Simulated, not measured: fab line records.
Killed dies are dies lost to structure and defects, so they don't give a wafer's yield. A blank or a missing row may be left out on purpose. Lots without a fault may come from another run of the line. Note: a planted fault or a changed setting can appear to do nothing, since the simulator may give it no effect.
Which tool is to blame? || flow sky130 || 10 lots with 30 wafers sampled at 2 steps, on a route of 708 steps

## WHAT EACH GAUGE READ, for each wafer
SKY_VIA3_RS_MEAS_22: measures by four-point-probe.
{"lot": "L311", "measured": "day 40 17:07", "on": "film-metro-04", "VIA3_W_RS (ohm/sq)": "0.293 0.298 0.292"}
{"lot": "L314", "measured": "day 41 11:52", "on": "film-metro-02", "VIA3_W_RS (ohm/sq)": "0.298 0.294 0.296"}
{"lot": "L319", "measured": "day 43 11:49", "on": "film-metro-04", "VIA3_W_RS (ohm/sq)": "0.293 0.297 0.298"}
{"lot": "L323", "measured": "day 44 17:01", "on": "film-metro-01", "VIA3_W_RS (ohm/sq)": "0.301 0.293 0.298"}
{"lot": "L325", "measured": "day 45 09:38", "on": "film-metro-04", "VIA3_W_RS (ohm/sq)": "0.301 0.298 0.298"}
{"lot": "L326", "measured": "day 45 20:37", "on": "film-metro-04", "VIA3_W_RS (ohm/sq)": "0.290 0.293 0.293"}
{"lot": "L327", "measured": "day 46 01:41", "on": "film-metro-04", "VIA3_W_RS (ohm/sq)": "0.301 0.294 0.297"}
{"lot": "L328", "measured": "day 46 08:14", "on": "film-metro-04", "VIA3_W_RS (ohm/sq)": "0.296 0.298 0.295"}
{"lot": "L329", "measured": "day 46 09:00", "on": "film-metro-02", "VIA3_W_RS (ohm/sq)": "0.295 0.297 0.296"}
{"lot": "L332", "measured": "day 46 17:11", "on": "film-metro-01", "VIA3_W_RS (ohm/sq)": "0.296 0.293 0.293"}

## WHAT TOOL EACH LOT RAN ON (gives the tool, then ch and the chambers of the sampled wafers, and finally the start)
{"lot": "L311", "SKY_VIA3_CVD_21": "cvd-w-01 ch 0,1, day 40 17:00"}
{"lot": "L314", "SKY_VIA3_CVD_21": "cvd-w-01 ch 0,1, day 41 11:45"}
{"lot": "L319", "SKY_VIA3_CVD_21": "cvd-w-02 ch 0,1, day 43 11:42"}
{"lot": "L323", "SKY_VIA3_CVD_21": "cvd-w-02 ch 0,1, day 44 16:53"}
{"lot": "L325", "SKY_VIA3_CVD_21": "cvd-w-02 ch 0, day 45 09:30"}
{"lot": "L326", "SKY_VIA3_CVD_21": "cvd-w-02 ch 0,1, day 45 20:29"}
{"lot": "L327", "SKY_VIA3_CVD_21": "cvd-w-02 ch 0,1, day 46 01:33"}
{"lot": "L328", "SKY_VIA3_CVD_21": "cvd-w-01 ch 1, day 46 07:59"}
{"lot": "L329", "SKY_VIA3_CVD_21": "cvd-w-02 ch 1, day 46 08:51"}
{"lot": "L332", "SKY_VIA3_CVD_21": "cvd-w-01 ch 1, day 46 16:49"}
- SKY_VIA3_CVD_21: deposits W, target thk 390 nm, time 117.31 s.

## THE ANSWER, worked out from the rows above alone
Rule: usual is defined by the lots themselves. The widest of any qualifying gaps counts: lots, ordered by their means at a reading, are off when they make up no more than a third of the lots, leave a main group of 4 or more, and stand apart from it by 3 or more times the standard deviation of that group's means. Not used: any main group whose means are identical at the precision the tables above print for the reading. A lot without any number at a reading at which 4 lots or more have one is off too. Where the step has rows for the other lots, those lots are counted as sound.
None of the lots is off at any reading shown; this tells nothing.

## WHAT THE SIMULATOR HAD INSERTED
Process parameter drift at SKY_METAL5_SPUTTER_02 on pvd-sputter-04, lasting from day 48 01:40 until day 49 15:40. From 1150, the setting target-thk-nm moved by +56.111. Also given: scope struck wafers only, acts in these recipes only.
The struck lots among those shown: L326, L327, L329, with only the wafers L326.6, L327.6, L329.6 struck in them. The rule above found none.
